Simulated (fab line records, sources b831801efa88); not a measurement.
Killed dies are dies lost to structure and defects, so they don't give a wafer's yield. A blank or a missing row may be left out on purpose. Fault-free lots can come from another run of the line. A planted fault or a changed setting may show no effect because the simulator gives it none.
A lot that was struck, set against a sound lot || flow sky130 || 24 steps out of a route of 708
Sound: these wafers, L901.2, L901.3, L901.6. Struck: wafer L912.1. (L912.3, L912.6 of the same lot were not struck and are left out.) The cause comes at the end.
Per side, at each step with rows, come the tool, then ch with its chambers, and then its first start. Under that, the readings that differ: sound wafers || struck wafers || difference of the means || sigmas: that difference in standard deviations of wafers without a fault.
alike: same words and numbers on both sides, and readings whose means sit less than 2 such deviations apart. not compared: any withheld reading, any reading some wafer has no value for, any bound like >300 that may hide the same value, and any number with overlapping values for which the record gives no deviation.
A row with sigmas, a row that says differs or no value, or rows on one side alone: a step with any of these is where the two part. When numbers do not overlap yet have no deviation, they are printed without sigmas and do not part them. Lack of a reading on every wafer of one side parts them only where that side has two or more wafers.

SKY_VIA3_CMP_02: polishes SiO2.
  sound on cmp-02 ch 0,2,3, day 39 20:02; struck on cmp-02 ch 2, day 43 00:44
  alike: headPressurePsi, motorCurrentA
SKY_VIA3_BOW_MEAS_03:
  struck on filmMetro-03, day 43 01:02; sound on filmMetro-01, day 39 20:19
  alike: VIA3_BOW
then, 8 steps without rows for these wafers: SKY_VIA3_DEHYDRATE_04 (time 60 s); SKY_VIA3_HMDS_05 (prime time 60 s); SKY_VIA3_COAT_06 (resist thk 60 nm); SKY_VIA3_COAT_07 (resist thk 450 nm); SKY_VIA3_SOFTBAKE_08 (time 90 s); SKY_VIA3_EXPOSE_09 (exposes mask VIM3, target cd 200 nm); SKY_VIA3_PEB_10; SKY_VIA3_DEVELOP_11 (develop time 60 s).
SKY_VIA3_CD_MEAS_12: the cd target is 200 nm.
  struck on cdSem-01, day 44 00:31; sound on cdSem-01, day 40 21:27
  alike: cdNm
SKY_VIA3_OVL_MEAS_13:
  struck on overlay-02, day 44 00:38; sound on overlay-01, day 40 21:34
  alike: VIA3_OVL
SKY_VIA3_ETCH_14: etches BARC in N2/H2, stops on SiO2, time 45.9 s, target depth 60 nm.
  sound on rieDiel-04 ch 0,1,3, day 40 21:35; struck on rieDiel-03 ch 2, day 44 00:40
{"reading": "oesProductAu (a.u.)", "sound": "0.859 0.856 0.849", "struck": 1.005, "difference": "+0.150", "sigmas": "+33"}
{"reading": "runLengthS (s)", "sound": "73.9 74.9 74.8", "struck": 51.5, "difference": -23.0, "sigmas": -42}
{"reading": "model.KrF-thick_of_VIA3_COAT_07.thkNm (nm)", "sound": "389.5 390.1 391.8", "struck": 417.9, "difference": "+27.4", "sigmas": ""}
{"reading": "model.etch.depthNm (nm)", "sound": "59.98 60.17 60.07", "struck": 38.29, "difference": -21.78, "sigmas": ""}
{"reading": "model.VIA3.cdNm (nm)", "sound": "199.1 199.9 199", "struck": 197.2, "difference": -2.1, "sigmas": ""}
  alike: drypumpMotorCurrentA, throttleValvePct
  not compared: rfHoursCounterH
SKY_VIA3_ETCH_15: etches SiO2 in C4F8/O2/Ar, stops on TiN, target depth 507 nm, time 78 s.
  sound on rieDiel-04 ch 0,1,3, day 40 21:38; struck on rieDiel-03 ch 2, day 44 00:43
{"reading": "oesProductAu (a.u.)", "sound": "0.946 0.945 0.955", "struck": 0.383, "difference": -0.566, "sigmas": "-99 or more"}
{"reading": "model.KrF-thick_of_VIA3_COAT_07.thkNm (nm)", "sound": "286 289.2 291.6", "struck": 316.3, "difference": "+27.4", "sigmas": ""}
  alike: runLengthS
  not compared: rfHoursCounterH, model.VIA3.cdNm
SKY_VIA3_STRIP_16: strips in O2/N2.
  sound on plasmaAsher-01 ch 1, day 40 21:41; struck on plasmaAsher-02 ch 1, day 44 00:46
{"reading": "oesProductAu (a.u.)", "sound": "0.401 0.406 0.404", "struck": 0.414, "difference": "+0.010", "sigmas": "+2"}
{"reading": "stripTimeToEndpointS (s)", "sound": "4.069 4.125 4.135", "struck": 4.386, "difference": "+0.276", "sigmas": "+10"}
  alike: drypumpMotorCurrentA, o2FlowSccm
  not compared: rfHoursCounterH
then, 3 steps without rows for these wafers: SKY_VIA3_STRIP_17 (strips in post etch residue remover, time 1200 s); SKY_VIA3_CLEAN_18 (cleans in IPA, time 180 s); SKY_VIA3_CLEAN_19 (cleans in O3/DIW).
SKY_VIA3_SPUTTER_20: material TiN, target thk 20 nm, time 80 s.
  struck on pvdSputter-02, day 44 01:22; sound on pvdSputter-01, day 40 22:17
  alike: throttleValvePct
SKY_VIA3_CVD_21: deposits W, target thk 390 nm, time 117.31 s.
  sound on cvdW-02 ch 0,1, day 40 22:20; struck on cvdW-01 ch 1, day 44 01:25
{"reading": "heaterPowerW (W)", "sound": "674 775 680", "struck": 903, "difference": "+193", "sigmas": "+2"}
SKY_VIA3_CMP_24: polishes, stops on SiO2, t overpolish 20 s, target thk 0 nm.
  sound on cmp-02 ch 1,2, day 40 22:38; struck on cmp-02 ch 0, day 44 01:44
  alike: headPressurePsi, motorCurrentA
SKY_METAL4_SPUTTER_00: material Ti, target thk 15 nm, time 10 s.
  sound wafers here have rows in the record (pvdSputter-02, day 40 22:56); struck ones have none
SKY_METAL4_SPUTTER_01: material TiN, target thk 20 nm, time 16.7 s.
  sound wafers here have rows in the record (pvdSputter-02, day 40 22:58); struck ones have none
SKY_METAL4_SPUTTER_02: material AlCu, target thk 735 nm, time 39.1 s.
  sound wafers here have rows in the record (pvdSputter-02, day 40 22:59); struck ones have none

## WHERE THEY PART
Earliest at SKY_VIA3_ETCH_14; latest, in this record, at SKY_METAL4_SPUTTER_02.

WHY: the cause the simulator had injected
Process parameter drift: rieDiel-03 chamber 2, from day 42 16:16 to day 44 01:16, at SKY_VIA3_ETCH_14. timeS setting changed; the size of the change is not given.
